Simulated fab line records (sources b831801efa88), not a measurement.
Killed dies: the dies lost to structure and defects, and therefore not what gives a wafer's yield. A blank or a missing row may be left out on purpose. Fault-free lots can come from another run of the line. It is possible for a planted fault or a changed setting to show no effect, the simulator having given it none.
fab line records -- flow sky130 -- part 2 of 2: steps 27 to 35 of 35
[record] lots = 5, wafers = 15, last-day = 49
route steps=708 shown METAL3@562 VIA3@573
lots untouched by any fault: they come from a run of this same line in which no faults occurred
start-h: the number of hours between the record's first day and the start of the first shown wafer of the lot -- wait-h: hours from the lot's prior step to this one -- " repeats the value in the row above -- L1.1+2: several wafers, shown together as one row -- - no value, or no start given -- * or withheld: withheld -- < > ~ a bound
route shown NAME@n: names a module that has steps shown in the file, with the first one's number in the route -- usual: mean/standard deviation of fault-free wafers -- same: alike in all rows -- chamber/n: place in a boat -- sites: each site's reading -- _std_site: the standard deviation of these -- _edge_site: the outer-site mean with the inner-site mean subtracted -- radius-mm: for every site, how far away it sits from the centre of the wafer -- mask NAME#n: copy n -- behind: the tool/chamber that last shaped the wafer -- hold: what put the lot on hold/how long, in hours/how the hold closed -- device: the n, p or np transistor that did not switch -- end of line: the route-end tests of the same wafers -- a step given without rows: its recipe and nothing more -- killed: the dies lost at the first sort to structure and to defects; this is not the yield of the wafer -- map: the dies of a wafer, with x for killed, . for not killed, _ for no die there
set.NAME: setting as actually run; set.NAME@STEP: the setting as run at that earlier step -- model.NAME: the simulator's own value behind a step, which no gauge read
lots at selected steps of the route; one table per step, one row per wafer
services: the hour from which a tool's chamber was out of use, counted from the record's first day as start-h (under 0 if before that day), plus the number of hours and why
[[steps]]
[step SKY_VIA3_ETCH_15]
[recipe] target = SiO2, chemistry = C4F8/O2/Ar, target-depth-nm = 507, stop-on = TiN, mask-material = KrF-thick, source-w = 1500, bias-w = 1200, pressure-mtorr = 40, c4f8-flow-sccm = withheld, O2_flow_sccm = 6, Ar_flow_sccm = 300, time-s = 78
[usual] oes-product-au = 0.945/0.0049
lot.wafer,tool,chamber,start-h,wait-h,oes-product-au,rf-hours-counter-h
L074.1,rie-diel-01,2,919.96,0.0,0.943,24
L074.5,rie-diel-01,0,919.96,0.0,0.949,-
L074.6,rie-diel-01,3,919.96,0.0,0.960,-
L079.2,rie-diel-03,3,959.58,0.0,0.945,4
L079.3,rie-diel-03,0,959.58,0.0,0.944,23
L079.5,rie-diel-03,1,959.58,0.0,0.951,-
L083.1,rie-diel-04,1,1008.11,0.0,0.946,12
L083.2,rie-diel-04,3,1008.11,0.0,0.938,15
L083.3,rie-diel-04,2,1008.11,0.0,0.936,8
L090.2,rie-diel-03,3,1045.56,0.0,0.942,6
L090.5,rie-diel-03,0,1045.56,0.0,0.944,-
L090.6,rie-diel-03,3,1045.56,0.0,0.943,-
L092.1,rie-diel-01,1,1055.10,0.0,0.941,25
L092.2,rie-diel-01,2,1055.10,0.0,0.950,28
L092.3,rie-diel-01,3,1055.10,0.0,0.942,16
[step SKY_VIA3_STRIP_16]
[recipe] chemistry = O2/N2, power-w = 1400, pressure-mtorr = 1500, platen-temp-c = withheld, o2-flow-sccm = 3000, n2-flow-sccm = 300, overash-fraction = 0.5
[usual] drypump-motor-current-A = 5.47/0.21, oes-product-au = 0.402/0.0049, strip-time-to-endpoint-s = 4.125/0.028
lot.wafer,tool,chamber,start-h,wait-h,drypump-motor-current-A,oes-product-au,rf-hours-counter-h,strip-time-to-endpoint-s
L074.1,plasma-asher-03,0,920.02,0.0,5.03,0.404,109,4.139
L074.5,plasma-asher-03,0,920.02,0.0,5.01,0.406,-,4.180
L074.6,plasma-asher-03,1,920.02,0.0,5.39,0.400,-,4.150
L079.2,plasma-asher-03,0,959.64,0.0,5.03,0.400,113,4.146
L079.3,plasma-asher-03,1,959.64,0.0,5.36,0.409,-,4.194
L079.5,plasma-asher-03,0,959.64,0.0,5.04,0.405,-,4.126
L083.1,plasma-asher-02,0,1008.17,0.0,5.72,0.395,65,4.097
L083.2,plasma-asher-02,1,1008.17,0.0,5.42,0.407,65,4.115
L083.3,plasma-asher-02,0,1008.17,0.0,5.69,0.402,-,4.085
L090.2,plasma-asher-02,0,1045.62,0.0,5.67,0.407,70,4.131
L090.5,plasma-asher-02,1,1045.62,0.0,5.42,0.403,-,4.137
L090.6,plasma-asher-02,0,1045.62,0.0,5.68,0.401,-,4.133
L092.1,plasma-asher-02,1,1055.16,0.0,5.42,0.398,71,4.126
L092.2,plasma-asher-02,0,1055.16,0.0,5.70,0.402,71,4.078
L092.3,plasma-asher-02,0,1055.16,0.0,5.68,0.392,-,4.080
[step SKY_VIA3_STRIP_17]
[recipe] chemistry = post-etch-residue-remover, time-s = 1200, temp-c = 72.5
[usual] bath-heat-duty-pct = 14.4/1.7, temp-c = 72.50/0.13
lot.wafer,tool,chamber,start-h,wait-h,bath-heat-duty-pct,temp-c
L074.1,wet-bench-04,0,920.12,0.1,14.9,72.45
L074.5,wet-bench-04,0,920.12,0.1,15.5,72.60
L074.6,wet-bench-04,0,920.12,0.1,15.8,72.52
L079.2,wet-bench-04,0,959.74,0.1,14.2,72.48
L079.3,wet-bench-04,0,959.74,0.1,14.8,72.69
L079.5,wet-bench-04,0,959.74,0.1,15.1,72.65
L083.1,wet-bench-02,2,1008.27,0.1,13.9,72.57
L083.2,wet-bench-02,2,1008.27,0.1,13.4,72.61
L083.3,wet-bench-02,2,1008.27,0.1,15.2,72.82
L090.2,wet-bench-02,1,1045.72,0.1,12.6,72.43
L090.5,wet-bench-02,1,1045.72,0.1,12.3,72.43
L090.6,wet-bench-02,1,1045.72,0.1,13.1,72.31
L092.1,wet-bench-04,3,1055.26,0.1,13.5,72.52
L092.2,wet-bench-04,3,1055.26,0.1,13.0,72.39
L092.3,wet-bench-04,3,1055.26,0.1,12.9,72.38
[step SKY_VIA3_CLEAN_18]
[recipe] chemistry = IPA, time-s = 180, temp-c = 25
[usual] bath-heat-duty-pct = 6.0/0.82, temp-c = 25.01/0.11
lot.wafer,tool,chamber,start-h,wait-h,bath-heat-duty-pct,temp-c
L074.1,wet-bench-02,3,920.49,0.0,7.3,24.80
L074.5,wet-bench-02,3,920.49,0.0,6.3,24.83
L074.6,wet-bench-02,3,920.49,0.0,7.3,24.87
L079.2,wet-bench-02,3,960.09,0.0,6.3,25.07
L079.3,wet-bench-02,3,960.09,0.0,6.1,24.91
L079.5,wet-bench-02,3,960.09,0.0,7.4,24.99
L083.1,wet-bench-04,1,1008.61,0.0,5.1,24.97
L083.2,wet-bench-04,1,1008.61,0.0,5.4,25.21
L083.3,wet-bench-04,1,1008.61,0.0,4.7,25.03
L090.2,wet-bench-04,1,1046.09,0.0,4.6,24.91
L090.5,wet-bench-04,1,1046.09,0.0,4.6,25.06
L090.6,wet-bench-04,1,1046.09,0.0,4.5,25.01
L092.1,wet-bench-02,3,1055.60,0.0,6.8,24.91
L092.2,wet-bench-02,3,1055.60,0.0,7.1,24.88
L092.3,wet-bench-02,3,1055.60,0.0,7.1,24.92
[step SKY_VIA3_CLEAN_19]
[recipe] chemistry = O3/DIW, dry = n2-spin
lot.wafer,tool,chamber,start-h,wait-h
L074.1+5+6,wet-bench-04,3,920.55,0.0
L079.2+3+5,wet-bench-04,3,960.14,0.0
L083.1+2+3,wet-bench-02,3,1008.67,0.0
L090.2+5+6,wet-bench-02,0,1046.15,0.0
L092.1+2+3,wet-bench-03,0,1055.66,0.0
[step SKY_VIA3_SPUTTER_20]
[recipe] material = TiN, target-thk-nm = 20, chamber-pressure-pa = 5, power-w = 4000, time-s = 80
[usual] throttle-valve-pct = 29.9/1.1
lot.wafer,tool,chamber,start-h,wait-h,throttle-valve-pct
L074.1,pvd-sputter-04,-,920.65,0.0,29.2
L074.5,pvd-sputter-04,-,920.65,0.0,31.1
L074.6,pvd-sputter-04,-,920.65,0.0,29.2
L079.2,pvd-sputter-02,-,960.24,0.0,28.8
L079.3,pvd-sputter-02,-,960.24,0.0,31.3
L079.5,pvd-sputter-02,-,960.24,0.0,31.6
L083.1,pvd-sputter-04,-,1008.77,0.0,29.4
L083.2,pvd-sputter-04,-,1008.77,0.0,31.1
L083.3,pvd-sputter-04,-,1008.77,0.0,30.5
L090.2,pvd-sputter-01,-,1046.25,0.0,29.3
L090.5,pvd-sputter-01,-,1046.25,0.0,28.1
L090.6,pvd-sputter-01,-,1046.25,0.0,29.5
L092.1,pvd-sputter-02,-,1055.75,0.0,31.6
L092.2,pvd-sputter-02,-,1055.75,0.0,31.9
L092.3,pvd-sputter-02,-,1055.75,0.0,29.7
[step SKY_VIA3_CVD_21]
[recipe] material = W, target-thk-nm = 390, time-s = 117.31, temp-c = 400, pressure-torr = 40
[usual] heater-power-w = 853/52
lot.wafer,tool,chamber,start-h,wait-h,heater-power-w
L074.1,cvd-w-02,0,920.71,0.0,786
L074.5,cvd-w-02,1,920.71,0.0,810
L074.6,cvd-w-02,0,920.71,0.0,762
L079.2,cvd-w-02,1,960.30,0.0,811
L079.3,cvd-w-02,0,960.30,0.0,777
L079.5,cvd-w-02,1,960.30,0.0,821
L083.1,cvd-w-01,1,1008.83,0.0,852
L083.2,cvd-w-01,0,1008.83,0.0,941
L083.3,cvd-w-01,1,1008.83,0.0,850
L090.2,cvd-w-02,1,1046.31,0.0,835
L090.5,cvd-w-02,1,1046.31,0.0,831
L090.6,cvd-w-02,0,1046.31,0.0,778
L092.1,cvd-w-01,0,1055.82,0.0,926
L092.2,cvd-w-01,1,1055.82,0.0,869
L092.3,cvd-w-01,0,1055.82,0.0,906
[step SKY_VIA3_RS_MEAS_22]
[recipe] thk-meas-gauge = four-point-probe, reads = W_of_VIA3_CVD_21+TiN_of_VIA3_SPUTTER_20
[usual] VIA3_W_RS = 0.296/0.0032
lot.wafer,tool,chamber,start-h,wait-h,VIA3_W_RS[ohm/sq]
L074.1,film-metro-03,-,920.83,0.1,0.298
L074.5,film-metro-03,-,920.83,0.1,0.301
L074.6,film-metro-03,-,920.83,0.1,0.298
L079.2,film-metro-01,-,960.44,0.1,0.291
L079.3,film-metro-01,-,960.44,0.1,0.291
L079.5,film-metro-01,-,960.44,0.1,0.293
L083.1,film-metro-03,-,1008.95,0.1,0.298
L083.2,film-metro-03,-,1008.95,0.1,0.299
L083.3,film-metro-03,-,1008.95,0.1,0.300
L090.2,film-metro-04,-,1046.45,0.1,0.300
L090.5,film-metro-04,-,1046.45,0.1,0.301
L090.6,film-metro-04,-,1046.45,0.1,0.296
L092.1,film-metro-04,-,1055.94,0.1,0.294
L092.2,film-metro-04,-,1055.94,0.1,0.293
L092.3,film-metro-04,-,1055.94,0.1,0.295
[step SKY_VIA3_THK_MEAS_23]
[recipe] thk-meas-gauge = xrf, reads = W_of_VIA3_CVD_21
[usual] VIA3_W_THK = 395/6.5
lot.wafer,tool,chamber,start-h,wait-h,VIA3_W_THK[nm]
L074.1,film-metro-03,-,920.95,0.1,390
L074.5,film-metro-03,-,920.95,0.1,383
L074.6,film-metro-03,-,920.95,0.1,386
L079.2,film-metro-01,-,960.55,0.1,405
L079.3,film-metro-01,-,960.55,0.1,403
L079.5,film-metro-01,-,960.55,0.1,402
L083.1,film-metro-03,-,1009.07,0.1,384
L083.2,film-metro-03,-,1009.07,0.1,384
L083.3,film-metro-03,-,1009.07,0.1,384
L090.2,film-metro-04,-,1046.56,0.1,385
L090.5,film-metro-04,-,1046.56,0.1,384
L090.6,film-metro-04,-,1046.56,0.1,392
L092.1,film-metro-04,-,1056.06,0.1,402
L092.2,film-metro-04,-,1056.06,0.1,402
L092.3,film-metro-04,-,1056.06,0.1,399
[[services]]
tool,chamber,start-h,hours,kind
cmp-02,-,870.33,1.5,repair
cmp-02,-,876.05,4.5,pm
rie-metal-01,0,881.27,10.1,repair
rie-metal-01,-,889.70,2.7,repair
krf-scanner-01,-,889.70,0.3,repair
wet-bench-01,-,900.35,1.9,pm
wet-bench-03,-,902.60,1.1,repair
rie-metal-02,0,903.72,4.0,repair
wet-bench-03,-,919.38,1.9,pm
wet-bench-04,-,924.00,26.6,pm
rie-diel-03,-,942.13,2.0,repair
wet-bench-01,-,976.82,1.2,repair
rie-metal-01,1,976.91,5.8,repair
wet-bench-02,-,978.72,2.2,repair
wet-bench-04,-,985.11,0.5,repair
wet-bench-03,-,994.72,3.0,repair
wet-bench-01,-,999.51,4.4,pm
rie-metal-01,1,1002.51,6.5,repair
plasma-asher-03,-,1002.60,15.6,pm
rie-metal-01,-,1011.18,1.9,repair
wet-bench-03,-,1012.34,0.8,repair
rie-metal-02,0,1018.10,22.7,repair
plasma-asher-03,-,1020.95,8.1,repair
plasma-asher-03,-,1047.83,11.6,repair
